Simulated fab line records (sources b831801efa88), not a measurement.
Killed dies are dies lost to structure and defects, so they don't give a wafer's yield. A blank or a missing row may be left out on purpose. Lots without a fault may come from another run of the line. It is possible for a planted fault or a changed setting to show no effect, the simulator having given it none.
fab line records + flow sky130
record:
- lots: 13
- wafers: 39
- last_day: 51
route steps=708 shown METAL2@483 VIA4@656 METAL5@661 PASSIVATION@684 PAD_OPEN@708
lots with no fault: from the same line, run without faults
start_h: start of the lot's first displayed wafer, in hours after the record's first day + wait_h: time in hours since the lot's previous step + " same as the row above + L1.1+2: several wafers, shown together as one row + - no value, or no start given + * or withheld: withheld + < > ~ a bound
route shown NAME@n: a module of which the file shows steps, and the number in the route of the first + usual: average and standard deviation across the fault-free wafers + same: alike in all rows + chamber/n: place in a boat + sites: readings site by site + _std_site: standard deviation across them + _edge_site: the outer-site mean with the inner-site mean subtracted + radius_mm: how far each site lies from the wafer's centre + mask NAME#n: copy n + behind: the most recent tool/chamber to have shaped the wafer + hold: why the lot was held/for how many hours/how that ended + device: the transistor (n, p or np) that didn't switch + end of line: tests of these same wafers at the route's end + for a step that has no rows: nothing shown but its recipe + killed: at the first sort, the dies lost to defects and structure; wafer yield is something else + map: shows each die of a wafer: x if killed, . if not, _ if none is there
set.NAME: the setting the step ran with; set.NAME@STEP: the setting that earlier step ran with + model.NAME: the simulator's own value behind a step, which no gauge read
the route's steps for a sample of lots (tables are steps, rows are wafers)
services: from which hour (start_h, from the record's first day; less than 0 if before it) a tool's chamber was out of use, for how many hours, and why
== steps ==
step: SKY_METAL2_SPUTTER_00
recipe:
- material: Ti
- target_thk_nm: 15
- power_w: 3000
- time_s: 10
- chamber_pressure_pa: 0.4
usual:
- throttle_valve_pct: 29.8/0.85
| lot.wafer | tool           | chamber | start_h | wait_h | throttle_valve_pct |
|-----------|----------------|---------|---------|--------|--------------------|
| L906.1    | pvd_sputter-04 | -       | 820.14  | 0.2    | 29.8               |
| L906.4    | "              | -       | "       | "      | 31.2               |
| L906.5    | "              | -       | "       | "      | 31.4               |
| L907.1    | pvd_sputter-04 | -       | 823.22  | 0.2    | 31.4               |
| L907.4    | "              | -       | "       | "      | 29.8               |
| L907.5    | "              | -       | "       | "      | 30.4               |
| L910.1    | pvd_sputter-02 | -       | 836.66  | 0.1    | 30.4               |
| L910.2    | "              | -       | "       | "      | 29.6               |
| L910.3    | "              | -       | "       | "      | 29.6               |
| L913.3    | pvd_sputter-02 | -       | 868.11  | 0.1    | 29.5               |
| L913.5    | "              | -       | "       | "      | 29.5               |
| L913.6    | "              | -       | "       | "      | 29.3               |
| L914.1    | pvd_sputter-02 | -       | 870.62  | 0.2    | 30.3               |
| L914.3    | "              | -       | "       | "      | 29.3               |
| L914.4    | "              | -       | "       | "      | 29.4               |
| L918.2    | pvd_sputter-01 | -       | 896.60  | 0.1    | 28.8               |
| L918.3    | "              | -       | "       | "      | 31.0               |
| L918.4    | "              | -       | "       | "      | 28.8               |
| L921.3    | pvd_sputter-01 | -       | 928.13  | 0.2    | 28.8               |
| L921.5    | "              | -       | "       | "      | 30.2               |
| L921.6    | "              | -       | "       | "      | 28.6               |
| L922.2    | pvd_sputter-01 | -       | 946.05  | 0.1    | 28.6               |
| L922.3    | "              | -       | "       | "      | 30.3               |
| L922.6    | "              | -       | "       | "      | 29.0               |
| L924.1    | pvd_sputter-01 | -       | 965.30  | 0.1    | 30.8               |
| L924.5    | "              | -       | "       | "      | 30.9               |
| L924.6    | "              | -       | "       | "      | 28.7               |
| L926.2    | pvd_sputter-02 | -       | 969.66  | 0.1    | 29.6               |
| L926.4    | "              | -       | "       | "      | 30.1               |
| L926.6    | "              | -       | "       | "      | 30.3               |
| L925.1    | pvd_sputter-02 | -       | 970.63  | 0.1    | 29.4               |
| L925.3    | "              | -       | "       | "      | 29.1               |
| L925.4    | "              | -       | "       | "      | 30.3               |
| L928.4    | pvd_sputter-04 | -       | 975.53  | 0.1    | 28.6               |
| L928.5    | "              | -       | "       | "      | 28.7               |
| L928.6    | "              | -       | "       | "      | 29.8               |
| L929.1    | pvd_sputter-01 | -       | 981.87  | 0.2    | 30.8               |
| L929.4    | "              | -       | "       | "      | 30.1               |
| L929.6    | "              | -       | "       | "      | 30.7               |
step: SKY_VIA4_SPUTTER_17
recipe:
- material: TiN
- target_thk_nm: 20
- chamber_pressure_pa: 5
- power_w: 4000
- time_s: 80
usual:
- throttle_valve_pct: 29.7/0.99
| lot.wafer | tool           | chamber | start_h | wait_h | throttle_valve_pct |
|-----------|----------------|---------|---------|--------|--------------------|
| L906.1    | pvd_sputter-03 | -       | 1031.75 | 0.0    | 27.7               |
| L906.4    | "              | -       | "       | "      | 31.2               |
| L906.5    | "              | -       | "       | "      | 28.2               |
| L907.1    | pvd_sputter-02 | -       | 1034.41 | 0.0    | 30.6               |
| L907.4    | "              | -       | "       | "      | 29.5               |
| L907.5    | "              | -       | "       | "      | 29.4               |
| L910.1    | pvd_sputter-04 | -       | 1046.89 | 0.0    | 30.4               |
| L910.2    | "              | -       | "       | "      | 28.7               |
| L910.3    | "              | -       | "       | "      | 31.5               |
| L913.3    | pvd_sputter-04 | -       | 1074.15 | 0.0    | 29.5               |
| L913.5    | "              | -       | "       | "      | 29.7               |
| L913.6    | "              | -       | "       | "      | 30.4               |
| L914.1    | pvd_sputter-04 | -       | 1075.81 | 0.0    | 31.3               |
| L914.3    | "              | -       | "       | "      | 29.8               |
| L914.4    | "              | -       | "       | "      | 30.2               |
| L918.2    | pvd_sputter-02 | -       | 1097.80 | 0.0    | 29.6               |
| L918.3    | "              | -       | "       | "      | 29.3               |
| L918.4    | "              | -       | "       | "      | 29.8               |
| L921.3    | pvd_sputter-03 | -       | 1122.97 | 0.0    | 28.3               |
| L921.5    | "              | -       | "       | "      | 29.7               |
| L921.6    | "              | -       | "       | "      | 28.5               |
| L922.2    | pvd_sputter-04 | -       | 1138.81 | 0.0    | 29.8               |
| L922.3    | "              | -       | "       | "      | 30.5               |
| L922.6    | "              | -       | "       | "      | 28.7               |
| L924.1    | pvd_sputter-03 | -       | 1150.93 | 0.0    | 31.2               |
| L924.5    | "              | -       | "       | "      | 31.2               |
| L924.6    | "              | -       | "       | "      | 28.2               |
| L926.2    | pvd_sputter-04 | -       | 1156.71 | 0.0    | 30.7               |
| L926.4    | "              | -       | "       | "      | 28.4               |
| L926.6    | "              | -       | "       | "      | 30.4               |
| L925.1    | pvd_sputter-02 | -       | 1156.89 | 0.0    | 29.4               |
| L925.3    | "              | -       | "       | "      | 29.2               |
| L925.4    | "              | -       | "       | "      | 30.5               |
| L928.4    | pvd_sputter-02 | -       | 1161.00 | 0.0    | 30.3               |
| L928.5    | "              | -       | "       | "      | 30.1               |
| L928.6    | "              | -       | "       | "      | 29.4               |
| L929.1    | pvd_sputter-02 | -       | 1166.08 | 0.0    | 29.3               |
| L929.4    | "              | -       | "       | "      | 30.4               |
| L929.6    | "              | -       | "       | "      | 29.8               |
step: SKY_METAL5_SPUTTER_00
recipe:
- material: Ti
- target_thk_nm: 15
- power_w: 3000
- time_s: 10
- chamber_pressure_pa: 0.4
usual:
- throttle_valve_pct: 29.6/0.74
| lot.wafer | tool           | chamber | start_h | wait_h | throttle_valve_pct |
|-----------|----------------|---------|---------|--------|--------------------|
| L906.1    | pvd_sputter-02 | -       | 1032.44 | 0.2    | 30.1               |
| L906.4    | "              | -       | "       | "      | 29.3               |
| L906.5    | "              | -       | "       | "      | 29.7               |
| L907.1    | pvd_sputter-04 | -       | 1035.25 | 0.1    | 31.1               |
| L907.4    | "              | -       | "       | "      | 29.6               |
| L907.5    | "              | -       | "       | "      | 28.7               |
| L910.1    | pvd_sputter-02 | -       | 1048.49 | 0.2    | 29.7               |
| L910.2    | "              | -       | "       | "      | 29.7               |
| L910.3    | "              | -       | "       | "      | 29.2               |
| L913.3    | pvd_sputter-02 | -       | 1074.92 | 0.1    | 30.4               |
| L913.5    | "              | -       | "       | "      | 29.4               |
| L913.6    | "              | -       | "       | "      | 29.1               |
| L914.1    | pvd_sputter-02 | -       | 1076.50 | 0.2    | 29.6               |
| L914.3    | "              | -       | "       | "      | 29.4               |
| L914.4    | "              | -       | "       | "      | 30.2               |
| L918.2    | pvd_sputter-01 | -       | 1098.61 | 0.1    | 30.9               |
| L918.3    | "              | -       | "       | "      | 28.6               |
| L918.4    | "              | -       | "       | "      | 28.8               |
| L921.3    | pvd_sputter-01 | -       | 1123.68 | 0.2    | 30.9               |
| L921.5    | "              | -       | "       | "      | 30.8               |
| L921.6    | "              | -       | "       | "      | 30.0               |
| L922.2    | pvd_sputter-02 | -       | 1139.67 | 0.1    | 29.2               |
| L922.3    | "              | -       | "       | "      | 29.3               |
| L922.6    | "              | -       | "       | "      | 29.6               |
| L924.1    | pvd_sputter-02 | -       | 1151.63 | 0.2    | 29.4               |
| L924.5    | "              | -       | "       | "      | 29.6               |
| L924.6    | "              | -       | "       | "      | 29.5               |
| L926.2    | pvd_sputter-01 | -       | 1157.40 | 0.2    | 28.6               |
| L926.4    | "              | -       | "       | "      | 28.6               |
| L926.6    | "              | -       | "       | "      | 30.2               |
| L925.1    | pvd_sputter-04 | -       | 1157.58 | 0.2    | 28.8               |
| L925.3    | "              | -       | "       | "      | 30.3               |
| L925.4    | "              | -       | "       | "      | 31.2               |
| L928.4    | pvd_sputter-01 | -       | 1161.70 | 0.1    | 30.2               |
| L928.5    | "              | -       | "       | "      | 28.9               |
| L928.6    | "              | -       | "       | "      | 28.6               |
| L929.1    | pvd_sputter-01 | -       | 1166.77 | 0.2    | 28.6               |
| L929.4    | "              | -       | "       | "      | 28.7               |
| L929.6    | "              | -       | "       | "      | 30.2               |
step: SKY_PASSIVATION_THK_MEAS_03
recipe:
- reads: Si3N4_of_PASSIVATION_CVD_02
usual:
- PASSIVATION_CVD_02_THK: 539/8.1
| lot.wafer | tool          | chamber | start_h | wait_h | PASSIVATION_CVD_02_THK[nm] |
|-----------|---------------|---------|---------|--------|----------------------------|
| L906.1    | film_metro-03 | -       | 1056.84 | -      | 545                        |
| L906.4    | "             | -       | "       | "      | 560                        |
| L906.5    | "             | -       | "       | "      | 545                        |
| L907.1    | film_metro-04 | -       | 1059.15 | -      | 531                        |
| L907.4    | "             | -       | "       | "      | 540                        |
| L907.5    | "             | -       | "       | "      | 540                        |
| L910.1    | film_metro-02 | -       | 1072.69 | -      | 534                        |
| L910.2    | "             | -       | "       | "      | 530                        |
| L910.3    | "             | -       | "       | "      | 536                        |
| L913.3    | film_metro-02 | -       | 1097.66 | -      | 525                        |
| L913.5    | "             | -       | "       | "      | 552                        |
| L913.6    | "             | -       | "       | "      | 540                        |
| L914.1    | film_metro-02 | -       | 1099.32 | -      | 526                        |
| L914.3    | "             | -       | "       | "      | 523                        |
| L914.4    | "             | -       | "       | "      | 546                        |
| L918.2    | film_metro-02 | -       | 1121.19 | -      | 542                        |
| L918.3    | "             | -       | "       | "      | 539                        |
| L918.4    | "             | -       | "       | "      | 552                        |
| L921.3    | film_metro-02 | -       | 1144.39 | -      | 536                        |
| L921.5    | "             | -       | "       | "      | 539                        |
| L921.6    | "             | -       | "       | "      | 551                        |
| L922.2    | film_metro-03 | -       | 1159.91 | -      | 532                        |
| L922.3    | "             | -       | "       | "      | 535                        |
| L922.6    | "             | -       | "       | "      | 540                        |
| L924.1    | film_metro-04 | -       | 1170.24 | -      | 542                        |
| L924.5    | "             | -       | "       | "      | 548                        |
| L924.6    | "             | -       | "       | "      | 546                        |
| L926.2    | film_metro-04 | -       | 1175.77 | -      | 545                        |
| L926.4    | "             | -       | "       | "      | 547                        |
| L926.6    | "             | -       | "       | "      | 545                        |
| L925.1    | film_metro-02 | -       | 1175.90 | -      | 540                        |
| L925.3    | "             | -       | "       | "      | 533                        |
| L925.4    | "             | -       | "       | "      | 541                        |
| L928.4    | film_metro-02 | -       | 1181.19 | -      | 537                        |
| L928.5    | "             | -       | "       | "      | 545                        |
| L928.6    | "             | -       | "       | "      | 536                        |
| L929.1    | film_metro-03 | -       | 1183.97 | -      | 534                        |
| L929.4    | "             | -       | "       | "      | 545                        |
| L929.6    | "             | -       | "       | "      | 533                        |
step: SKY_PAD_OPEN_PROBE_99
usual:
- defect_limited_yield: 82.4/1.8
- killed_at_M0_to_M3: 43/6.6
- killed_at_M4_up: 3.1/1.9
- killed_at_contacts: 24/5.2
- killed_at_front_end: 16/4.5
- killed_at_other: 0.4/0.62
- killed_dies: 87/9
- killed_open: 48/7
- killed_short: 39/6.2
- sort_bin_3_pad_short: 0.9/0.44
- sort_bin_5_function: 10.3/1.3
- sort_bin_6_memory: 6.5/1.1
- sort_n_pass: 405/9
- sort_yield_pct: 82.4/1.8
same:
- gross_dies: 492
- killed_at_back_side: 0
- sort_bin_4_leakage[%]: 0
- sort_bin_8_speed[%]: 0
| lot.wafer | tool      | chamber | start_h | wait_h | defect_limited_yield[%] | killed_at_M0_to_M3 | killed_at_M4_up | killed_at_contacts | killed_at_front_end | killed_at_other | killed_dies | killed_open | killed_short | sort_bin_3_pad_short[%] | sort_bin_5_function[%] | sort_bin_6_memory[%] | sort_n_pass | sort_yield_pct[%] |
|-----------|-----------|---------|---------|--------|-------------------------|--------------------|-----------------|--------------------|---------------------|-----------------|-------------|-------------|--------------|-------------------------|------------------------|----------------------|-------------|-------------------|
| L913.3    | prober-01 | -       | 1141.05 | 0.2    | 70.9                    | 102                | 3               | 18                 | 20                  | 0               | 143         | 37          | 45           | 3.3                     | 17.7                   | 8.1                  | 349         | 70.9              |
| L913.5    | prober-01 | -       | 1141.15 | 0.2    | 71.3                    | 95                 | 4               | 21                 | 21                  | 0               | 141         | 53          | 29           | 2.2                     | 18.9                   | 7.5                  | 351         | 71.3              |
| L913.6    | prober-01 | -       | 1141.20 | 0.2    | 71.7                    | 93                 | 1               | 29                 | 15                  | 1               | 139         | 44          | 41           | 3.5                     | 17.9                   | 6.9                  | 353         | 71.7              |
| L914.1    | prober-01 | -       | 1143.16 | 0.1    | 77.2                    | 66                 | 4               | 27                 | 14                  | 1               | 112         | 41          | 34           | 3.9                     | 11.4                   | 7.5                  | 380         | 77.2              |
| L914.3    | prober-01 | -       | 1143.26 | 0.2    | 73.4                    | 94                 | 4               | 21                 | 11                  | 1               | 131         | 40          | 37           | 2.2                     | 16.9                   | 7.5                  | 361         | 73.4              |
| L914.4    | prober-01 | -       | 1143.31 | 0.2    | 72.2                    | 93                 | 2               | 22                 | 20                  | 0               | 137         | 50          | 28           | 3.7                     | 18.7                   | 5.5                  | 355         | 72.2              |
| L918.2    | prober-01 | -       | 1162.27 | 0.1    | 83.3                    | 40                 | 4               | 23                 | 15                  | 0               | 82          | 30          | 52           | 1.2                     | 8.7                    | 6.7                  | 410         | 83.3              |
| L918.3    | prober-01 | -       | 1162.32 | 0.2    | 82.7                    | 44                 | 4               | 13                 | 23                  | 1               | 85          | 46          | 39           | 0.6                     | 10.0                   | 6.7                  | 407         | 82.7              |
| L918.4    | prober-01 | -       | 1162.37 | 0.2    | 82.5                    | 41                 | 2               | 26                 | 17                  | 0               | 86          | 45          | 41           | 0.2                     | 11.6                   | 5.7                  | 406         | 82.5              |
| L924.1    | prober-01 | -       | 1207.13 | 0.1    | 83.5                    | 45                 | 4               | 21                 | 11                  | 0               | 81          | 44          | 37           | 1.0                     | 10.0                   | 5.5                  | 411         | 83.5              |
| L924.5    | prober-01 | -       | 1207.33 | 0.2    | 84.1                    | 43                 | 4               | 20                 | 11                  | 0               | 78          | 45          | 33           | 1.2                     | 7.7                    | 6.9                  | 414         | 84.1              |
| L924.6    | prober-01 | -       | 1207.38 | 0.2    | 85.4                    | 34                 | 2               | 23                 | 13                  | 0               | 72          | 37          | 35           | 1.0                     | 8.5                    | 5.1                  | 420         | 85.4              |
| L926.2    | prober-01 | -       | 1211.65 | 0.1    | 85.4                    | 30                 | 2               | 25                 | 15                  | 0               | 72          | 41          | 31           | 0.4                     | 9.6                    | 4.7                  | 420         | 85.4              |
| L926.4    | prober-01 | -       | 1211.75 | 0.2    | 81.3                    | 53                 | 4               | 23                 | 9                   | 3               | 92          | 59          | 33           | 0.6                     | 12.4                   | 5.7                  | 400         | 81.3              |
| L926.6    | prober-01 | -       | 1211.85 | 0.2    | 85.4                    | 34                 | 3               | 18                 | 17                  | 0               | 72          | 40          | 32           | 1.0                     | 7.1                    | 6.5                  | 420         | 85.4              |
killed by level:class
L913.3 METAL2:unspecified=61 METAL2:geometric_particle:short=7 VIA2:geometric_particle:open=7 METAL1:geometric_particle:short=6 CONTACT:geometric_particle:open=5 POLY_GATE:geometric_particle:open=5 VIA3:geometric_particle:open=5 FIELD_ISO:geometric_particle:short=4
L913.5 METAL2:unspecified=59 VIA1:geometric_particle:open=15 FIELD_ISO:geometric_particle:open=10 CONTACT:geometric_particle:open=8 LI_CONTACT:geometric_particle:open=7 FIELD_ISO:geometric_particle:short=6 VIA2:geometric_particle:open=5 POLY_GATE:geometric_particle:open=4
L913.6 METAL2:unspecified=54 CONTACT:geometric_particle:open=12 POLY_GATE:geometric_particle:open=7 VIA1:geometric_particle:short=6 VIA1:geometric_particle:open=6 VIA3:geometric_particle:open=5 LI_CONTACT:geometric_particle:open=5 CONTACT:geometric_particle:short=5
L914.1 METAL2:unspecified=36 LI_CONTACT:geometric_particle:open=12 LOCAL_INTERCONNECT:geometric_particle:short=9 VIA1:geometric_particle:open=8 VIA2:geometric_particle:open=5 FIELD_ISO:geometric_particle:short=5 CONTACT:geometric_particle:open=4 VIA1:geometric_particle:short=4
L914.3 METAL2:unspecified=54 CONTACT:geometric_particle:open=11 VIA1:geometric_particle:open=8 METAL2:geometric_particle:short=6 VIA3:geometric_particle:open=6 VIA1:geometric_particle:short=5 VIA2:geometric_particle:short=5 FIELD_ISO:geometric_particle:short=3
L914.4 METAL2:unspecified=59 CONTACT:geometric_particle:open=10 VIA1:geometric_particle:open=10 VIA3:geometric_particle:open=6 POLY_GATE:geometric_particle:short=5 LI_CONTACT:geometric_particle:open=5 FIELD_ISO:geometric_particle:open=4 POLY_GATE:geometric_particle:open=4
L918.2 METAL2:geometric_particle:short=10 CONTACT:geometric_particle:short=9 VIA1:geometric_particle:open=9 CONTACT:geometric_particle:open=6 METAL1:geometric_particle:short=5 METAL3:geometric_particle:short=5 FIELD_ISO:geometric_particle:short=4 FIELD_ISO:geometric_particle:open=3
L918.3 VIA1:geometric_particle:short=8 METAL2:geometric_particle:short=8 VIA1:geometric_particle:open=8 POLY_GATE:geometric_particle:open=5 LI_CONTACT:geometric_particle:open=5 FIELD_ISO:geometric_particle:open=4 SPACER:geometric_particle:open=4 METAL1:geometric_particle:short=4
L918.4 CONTACT:geometric_particle:open=9 VIA2:geometric_particle:open=9 VIA1:geometric_particle:open=8 CONTACT:geometric_particle:short=6 METAL1:geometric_particle:short=6 FIELD_ISO:geometric_particle:short=4 POLY_GATE:geometric_particle:open=4 SPACER:geometric_particle:open=4
L924.1 CONTACT:geometric_particle:open=9 VIA1:geometric_particle:open=8 VIA3:geometric_particle:open=7 LI_CONTACT:geometric_particle:open=6 METAL2:geometric_particle:short=6 METAL1:geometric_particle:short=5 FIELD_ISO:geometric_particle:short=4 VIA2:geometric_particle:short=4
L924.5 VIA1:geometric_particle:open=11 CONTACT:geometric_particle:open=10 METAL2:geometric_particle:short=8 VIA2:geometric_particle:open=8 LI_CONTACT:geometric_particle:open=4 METAL1:geometric_particle:short=4 VIA3:geometric_particle:open=4 FIELD_ISO:geometric_particle:short=3
L924.6 LI_CONTACT:geometric_particle:open=8 CONTACT:geometric_particle:short=7 METAL3:geometric_particle:short=7 FIELD_ISO:geometric_particle:open=6 VIA3:geometric_particle:open=5 VIA1:geometric_particle:open=5 METAL2:geometric_particle:short=4 VIA2:geometric_particle:open=4
L926.2 LI_CONTACT:geometric_particle:open=8 CONTACT:geometric_particle:open=8 METAL1:geometric_particle:short=7 VIA1:geometric_particle:open=7 POLY_GATE:geometric_particle:open=4 FIELD_ISO:geometric_particle:short=3 SPACER:geometric_particle:open=3 CONTACT:geometric_particle:short=3
L926.4 VIA1:geometric_particle:open=14 CONTACT:geometric_particle:open=10 VIA3:geometric_particle:open=9 LI_CONTACT:geometric_particle:open=8 VIA2:geometric_particle:open=7 VIA1:geometric_particle:short=4 VIA2:geometric_particle:short=4 METAL1:geometric_particle:short=3
L926.6 VIA1:geometric_particle:open=7 VIA3:geometric_particle:open=7 CONTACT:geometric_particle:short=6 LI_CONTACT:geometric_particle:open=5 CONTACT:geometric_particle:open=5 FIELD_ISO:geometric_particle:open=4 VIA1:geometric_particle:short=4 METAL2:geometric_particle:short=4
== services ==
| tool           | chamber | start_h | hours | kind                   |
|----------------|---------|---------|-------|------------------------|
| pvd_sputter-01 | -       | 815.64  | 29.9  | repair                 |
| pvd_sputter-02 | -       | 819.87  | 9.2   | repair                 |
| pvd_sputter-02 | -       | 825.27  | 1.7   | repair                 |
| pvd_sputter-04 | 3       | 832.59  | -     | consumable_replace:kit |
| pvd_sputter-04 | 3       | 832.59  | 18.0  | scheduled_down         |
| pvd_sputter-04 | 3       | 832.59  | 18.0  | vent_cycle             |
| pvd_sputter-04 | -       | 887.49  | 4.1   | repair                 |
| pvd_sputter-02 | 3       | 928.43  | -     | consumable_replace:kit |
| pvd_sputter-02 | 3       | 928.43  | 18.0  | scheduled_down         |
| pvd_sputter-02 | 3       | 928.43  | 18.0  | vent_cycle             |
| pvd_sputter-01 | 3       | 971.15  | -     | consumable_replace:kit |
| pvd_sputter-01 | 3       | 971.15  | 18.0  | scheduled_down         |
| pvd_sputter-01 | 3       | 971.15  | 18.0  | vent_cycle             |
| pvd_sputter-02 | -       | 979.68  | 1.3   | repair                 |
| pvd_sputter-04 | -       | 1031.10 | 4.0   | repair                 |
| pvd_sputter-02 | 2       | 1044.40 | -     | consumable_replace:kit |
| pvd_sputter-02 | 2       | 1044.40 | 18.0  | scheduled_down         |
| pvd_sputter-02 | 2       | 1044.40 | 18.0  | vent_cycle             |
| pvd_sputter-04 | -       | 1063.61 | 5.6   | repair                 |
| pvd_sputter-03 | -       | 1073.99 | 4.0   | repair                 |
| pvd_sputter-01 | 2       | 1087.77 | -     | consumable_replace:kit |
| pvd_sputter-01 | 2       | 1087.77 | 18.0  | scheduled_down         |
| pvd_sputter-01 | 2       | 1087.77 | 18.0  | vent_cycle             |
| pvd_sputter-04 | 2       | 1150.96 | -     | consumable_replace:kit |
== key ==
first_sign:
- step: SKY_PAD_OPEN_PROBE_99
- reading: killed_at_M0_to_M3
- direction: up
- sigmas: 7.3
- usual: 43
- struck: 90
effect:
- step: SKY_PAD_OPEN_PROBE_99
- reading: killed_dies
- direction: up
- sigmas: 5.2
- usual: 87
- struck: 134
met_at SKY_METAL2_SPUTTER_00
struck_lots L913,L914
not_acting_at SKY_VIA4_SPUTTER_17,SKY_METAL5_SPUTTER_00,SKY_PASSIVATION_THK_MEAS_03
onset_between 836.66 868.11
fault:
- kind: chamber_particle_source
- tool: pvd_sputter-02
- chamber: -
- onset_h: 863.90
- steps: SKY_METAL2_SPUTTER_00
- rate_per_visit_cm2: 0.99729
- end_h: 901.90
